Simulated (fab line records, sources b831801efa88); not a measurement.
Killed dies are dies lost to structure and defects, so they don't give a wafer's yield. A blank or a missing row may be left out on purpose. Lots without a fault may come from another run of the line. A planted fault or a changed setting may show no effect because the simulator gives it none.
fab line records | flow sfq_line
record lots=5 wafers=15 last_day=91
route steps=325 shown I1@73
lots that met no fault: from a run of the same line without faults
start_h: hours from the record's first day to the start of the lot's first wafer shown | wait_h: hours since the lot's step before | " the same as in the row above | L1.1+2: a row that stands for several wafers | - no value, or no start given | * or withheld: withheld | < > ~ a bound
route shown NAME@n: a module of which the file shows steps, and the number in the route of the first | usual: mean/standard deviation of fault-free wafers | same: alike in all rows | chamber/n: place in a boat | sites: the reading at each site | _std_site: their standard deviation | _edge_site: outer sites' mean less inner sites' | radius_mm: how far each site lies from the wafer's centre | mask NAME#n: copy n | behind: the tool/chamber that last shaped the wafer | hold: why the lot was held/for how many hours/how that ended | device: the transistor (n, p or np) that didn't switch | end of line: the same wafers' tests at the end of the route | a step without rows: its recipe alone | killed: dies lost to structure and defects at the first sort, not the wafer's yield | map: a wafer's dies, x killed, . not, _ none there
set.NAME: the setting as run; set.NAME@STEP: as run at that earlier step | model.NAME: the simulator's own value behind a step, which no gauge read
lots at some steps of the route; a table a step, a row a wafer
services: from which hour (start_h, from the record's first day; less than 0 if before it) a tool's chamber was out of use, for how many hours, and why
## steps
# step SFQ_TRILAYER_I1_DEP_PECVD_045
# recipe material=SiO2 temp_c=150 time_s=111.11 pressure_torr=2.4 rf_w=183.3 precursor=SiH4/N2O target_thk_nm=500
# usual heater_power_w=78/13 throttle_valve_pct=24.9/1.6
# columns lot.wafer tool chamber start_h wait_h heater_power_w throttle_valve_pct
L558.1 pecvd-01 2 562.11 0.0 69 24.1
L558.3 " 1 " " 86 25.2
L558.4 " 2 " " 72 24.2
L562.1 pecvd-01 2 574.11 0.0 77 24.0
L562.2 " 0 " " 109 23.0
L562.3 " 1 " " 83 25.1
L575.2 pecvd-03 2 776.36 0.0 74 25.0
L575.3 " 0 " " 72 27.8
L575.4 " 2 " " 76 24.8
L576.3 pecvd-01 0 779.96 0.0 111 23.7
L576.4 " 1 " " 68 25.8
L576.5 " 2 " " 74 24.8
L577.4 pecvd-01 1 787.18 0.0 83 25.6
L577.5 " 0 " " 105 23.7
L577.6 " 2 " " 79 24.6
# step SFQ_TRILAYER_I1_CMP_CMP_046
# recipe material=SiO2 down_force_psi=3 platen_rpm=60 pad_velocity_m_s=0.94248
# usual edge_zone_pressure_frac=1.001/0.0054 motor_current_A=10.0/1.4 retaining_ring_pressure_frac=1.000/0.0051 time_to_endpoint_s=215/6.8
# columns lot.wafer tool chamber start_h wait_h edge_zone_pressure_frac motor_current_A retaining_ring_pressure_frac time_to_endpoint_s
L558.4 cmp-01 3 563.59 1.4 1.004 8.3 0.998 215
L558.1 " 0 " " 1.008 8.7 1.004 216
L558.3 " 1 " " 1.005 10.1 1.003 211
L562.3 cmp-02 0 577.13 3.0 0.999 11.2 0.993 224
L562.1 " 1 " " 0.994 10.4 1.002 213
L562.2 " 3 578.63 4.5 1.004 8.6 0.994 217
L575.3 cmp-02 0 777.02 0.6 0.997 10.9 0.997 209
L575.4 " 1 " " 1.007 10.5 0.994 217
L575.2 " 2 " " 0.992 11.6 1.006 214
L576.3 cmp-02 0 780.54 0.5 1.003 10.5 1.000 205
L576.4 " 2 781.54 1.5 1.007 11.9 1.001 215
L576.5 " 0 782.54 2.5 1.004 10.5 0.993 214
L577.4 cmp-02 3 788.72 1.5 1.001 8.4 1.000 214
L577.6 " 0 " " 0.997 11.1 0.998 217
L577.5 " 1 " " 0.997 10.2 0.996 210
# step SFQ_I1_BOW_MEAS_912
# recipe mode=bow
# usual I1_BOW=1/7.7
# columns lot.wafer tool chamber start_h wait_h I1_BOW[um]
L558.1 film_metro-04 - 566.09 1.5 9
L558.3 " - " " 8
L558.4 " - " " 4
L562.1 film_metro-04 - 580.13 2.0 5
L562.2 " - " " 3
L562.3 " - " " 9
L575.2 film_metro-01 - 780.04 1.5 11
L575.3 " - " " -3
L575.4 " - " " 5
L576.3 film_metro-02 - 783.08 2.0 -1
L576.4 " - " " 2
L576.5 " - " " 3
L577.4 film_metro-02 - 790.28 1.1 -3
L577.5 " - " " 6
L577.6 " - " " -9
# step SFQ_TRILAYER_I1_METRO_MEASURE_047
# usual thk_nm=200.3/1
# columns lot.wafer tool chamber start_h wait_h thk_nm
L558.1 film_metro-04 - 566.21 0.1 201.7
L558.3 " - " " 200.4
L558.4 " - " " 200.5
L562.1 film_metro-04 - 580.25 0.1 201.1
L562.2 " - " " 200.5
L562.3 " - " " 201.6
L575.2 film_metro-01 - 780.34 0.3 201.0
L575.3 " - " " 200.0
L575.4 " - " " 199.4
L576.3 film_metro-02 - 783.56 0.5 199.3
L576.4 " - " " 200.5
L576.5 " - " " 199.4
L577.4 film_metro-02 - 790.94 0.6 199.3
L577.5 " - " " 200.9
L577.6 " - " " 201.7
# step SFQ_TRILAYER_I1_VIA_LITHO_COAT_054
# recipe resist=BARC spin_rpm=3000 resist_thk_nm=62
# step SFQ_TRILAYER_I1_VIA_LITHO_COAT_049
# recipe resist=KrF spin_rpm=3000 resist_thk_nm=650
# step SFQ_TRILAYER_I1_VIA_LITHO_SOFTBAKE_053
# recipe temp_c=withheld time_s=withheld resist=KrF
# step SFQ_TRILAYER_I1_VIA_LITHO_EXPOSE_050
# recipe mask_id=I1 na=0.6 source_shape=conventional sigma_outer=0.65 target_cd_nm=500 dose_mj=21.3
# step SFQ_TRILAYER_I1_VIA_LITHO_PEB_052
# recipe peb_temp_c=115 peb_time_s=60 resist=KrF
# step SFQ_TRILAYER_I1_VIA_LITHO_DEVELOP_051
# recipe time_s=60 resist=KrF
# step SFQ_I1_OVL_MEAS_913
# usual I1_OVL=3/5
# columns lot.wafer tool chamber start_h wait_h I1_OVL[nm]
L558.1 overlay-01 - 569.66 0.1 6
L558.3 " - " " 6
L558.4 " - " " 13
L562.1 overlay-02 - 583.70 0.1 0
L562.2 " - " " -3
L562.3 " - " " 1
L575.2 overlay-01 - 937.22 0.1 -8
L575.3 " - " " -4
L575.4 " - " " -7
L576.3 overlay-01 - 940.83 0.1 4
L576.4 " - " " 4
L576.5 " - " " 0
L577.4 overlay-01 - 949.16 0.1 4
L577.5 " - " " 2
L577.6 " - " " 1
# step SFQ_TRILAYER_I1_VIA_BARC_OPEN_VIA_ETCH_071
# recipe mask_material=PR chemistry=O2 target_depth_nm=125 target=BARC source_w=500 bias_w=80 pressure_mtorr=30 time_s=41.7
# usual bias_w=79.98/0.28 drypump_motor_current_A=5.6/0.43 oes_product_au=0.685/0.0045
# columns lot.wafer tool chamber start_h wait_h bias_w drypump_motor_current_A oes_product_au rf_hours_counter_h
L558.1 rie_diel-04 1 569.70 0.0 80.29 6.0 0.681 1
L558.3 " 2 " " 79.84 5.0 0.689 43
L558.4 " 3 " " 80.35 5.7 0.683 0
L562.1 rie_diel-04 1 583.74 0.0 80.22 6.0 0.693 1
L562.2 " 2 " " 79.72 5.0 0.692 43
L562.3 " 3 " " 79.52 5.7 0.691 1
L575.2 rie_diel-04 2 937.25 0.0 79.57 5.0 0.681 1
L575.3 " 1 " " 80.38 5.9 0.685 7
L575.4 " 0 " " 80.12 5.0 0.679 7
L576.3 rie_diel-02 3 940.85 0.0 79.69 5.4 0.690 2
L576.4 " 1 " " 80.00 6.0 0.684 -
L576.5 " 2 " " 80.05 6.1 0.690 -
L577.4 rie_diel-03 3 949.18 0.0 80.38 6.0 0.682 15
L577.5 " 3 " " 80.09 6.0 0.684 -
L577.6 " 2 " " 79.93 5.7 0.687 -
# step SFQ_TRILAYER_I1_VIA_ETCH_VIA_ETCH_052
# recipe target=SiO2 stop_on=Nb mask_material=PR taper_deg=20 chemistry=CHF3 target_depth_nm=260 source_w=500 bias_w=80 pressure_mtorr=30 time_s=withheld
# usual bias_w=79.97/0.24 drypump_motor_current_A=5.6/0.43 oes_product_au=0.855/0.0045
# columns lot.wafer tool chamber start_h wait_h bias_w drypump_motor_current_A oes_product_au model.KrF_of_TRILAYER_I1_VIA_LITHO_COAT_049.thk_nm model.Nb_of_TRILAYER_M1_DEP_SPUTTER_037.thk_nm
L558.1 rie_diel-04 1 569.74 0.0 80.20 5.9 0.856 523.7 201.7
L558.3 " 2 " " 80.01 5.0 0.854 527 202.4
L558.4 " 3 " " 80.30 5.7 0.853 526.6 201.2
L562.1 rie_diel-04 1 583.78 0.0 79.94 5.9 0.865 532.2 200.2
L562.2 " 2 " " 79.76 5.0 0.854 529.1 200.2
L562.3 " 3 " " 79.84 5.7 0.858 531.1 200.4
L575.2 rie_diel-04 2 937.29 0.0 79.85 5.0 0.855 530.1 199.1
L575.3 " 1 " " 79.84 6.0 0.854 530.7 200.4
L575.4 " 0 " " 94.58 5.0 0.843 526.8 198.6
L576.3 rie_diel-02 3 940.89 0.0 79.76 5.4 0.854 529 199.8
L576.4 " 1 " " 80.12 6.0 0.855 528.3 199.5
L576.5 " 2 " " 80.07 6.1 0.855 528 199.1
L577.4 rie_diel-03 3 949.22 0.0 79.88 6.0 0.854 527.7 196.9
L577.5 " 3 " " 79.60 6.0 0.855 526.3 196.8
L577.6 " 2 " " 79.86 5.7 0.854 524.7 196.7
# step SFQ_TRILAYER_I1_VIA_STRIP_STRIP_053
# recipe gas=O2 power_w=200 platen_temp_c=40 overash_fraction=0.65 chemistry=O2 pressure_mtorr=50
# usual drypump_motor_current_A=6.0/0.31 oes_product_au=1.000/0.0079
# columns lot.wafer tool chamber start_h wait_h drypump_motor_current_A oes_product_au rf_hours_counter_h
L558.1 rie_metal-03 0 569.85 - 6.1 1.003 94
L558.3 " 1 " " 6.0 0.989 -
L558.4 " 0 " " 6.1 1.009 -
L562.1 rie_metal-03 0 583.89 - 6.1 1.001 97
L562.2 " 1 " " 6.0 0.995 41
L562.3 " 0 " " 6.1 1.005 -
L575.2 rie_metal-03 0 937.41 - 6.1 1.004 10
L575.3 " 1 " " 6.0 0.999 -
L575.4 " 0 " " 6.1 1.010 -
L576.3 rie_metal-02 0 941.21 - 6.3 0.992 -
L576.4 " 1 " " 5.4 1.004 -
L576.5 " 1 " " 5.4 1.009 -
L577.4 rie_metal-03 0 949.54 - 6.1 1.002 -
L577.5 " 0 " " 6.1 1.009 -
L577.6 " 1 " " 6.0 0.996 -
## services
# columns tool chamber start_h hours kind
pecvd-01 - 572.80 0.6 repair
cmp-02 - 589.13 4.9 pm
cmp-02 - 609.05 0.2 repair
rie_diel-04 0 632.68 4.1 repair
rie_diel-04 3 644.72 5.7 repair
cmp-02 - 668.34 0.3 repair
cmp-02 - 676.55 4.1 repair
rie_metal-03 0 679.18 2.1 repair
pecvd-01 0 693.37 8.2 repair
cmp-02 - 711.47 1.2 repair
pecvd-01 - 712.52 2.8 pm
cmp-02 - 737.28 8.8 pm
cmp-02 - 749.75 4.0 pm
cmp-02 - 791.41 0.8 repair
pecvd-01 1 802.51 2.1 repair
cmp-02 - 825.83 0.5 repair
pecvd-01 1 830.71 5.6 repair
rie_metal-03 - 837.94 2.4 repair
cmp-02 - 852.07 1.0 repair
rie_metal-03 - 852.75 1.3 repair
pecvd-01 0 905.00 25.7 repair
rie_metal-03 0 905.28 3.3 repair
pecvd-01 - 910.95 1.3 repair
rie_metal-03 - 932.83 0.8 repair
## key
first_sign step=SFQ_TRILAYER_I1_VIA_ETCH_VIA_ETCH_052 reading=bias_w direction=up sigmas=61 usual=79.97 struck=94.58
effect none on later readings
model_effect step=SFQ_TRILAYER_I1_VIA_ETCH_VIA_ETCH_052 value=KrF_of_TRILAYER_I1_VIA_LITHO_COAT_049.thk_nm without=529.8 struck=526.8
met_at SFQ_TRILAYER_I1_VIA_ETCH_VIA_ETCH_052
struck_wafers L575.4
fault kind=process_parameter_drift tool=rie_diel-04 chamber=0 onset_h=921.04 steps=SFQ_TRILAYER_I1_VIA_ETCH_VIA_ETCH_052 channel=bias_w offset=14.827 shape=step end_h=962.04 acts_in=these_recipes_only stated=80
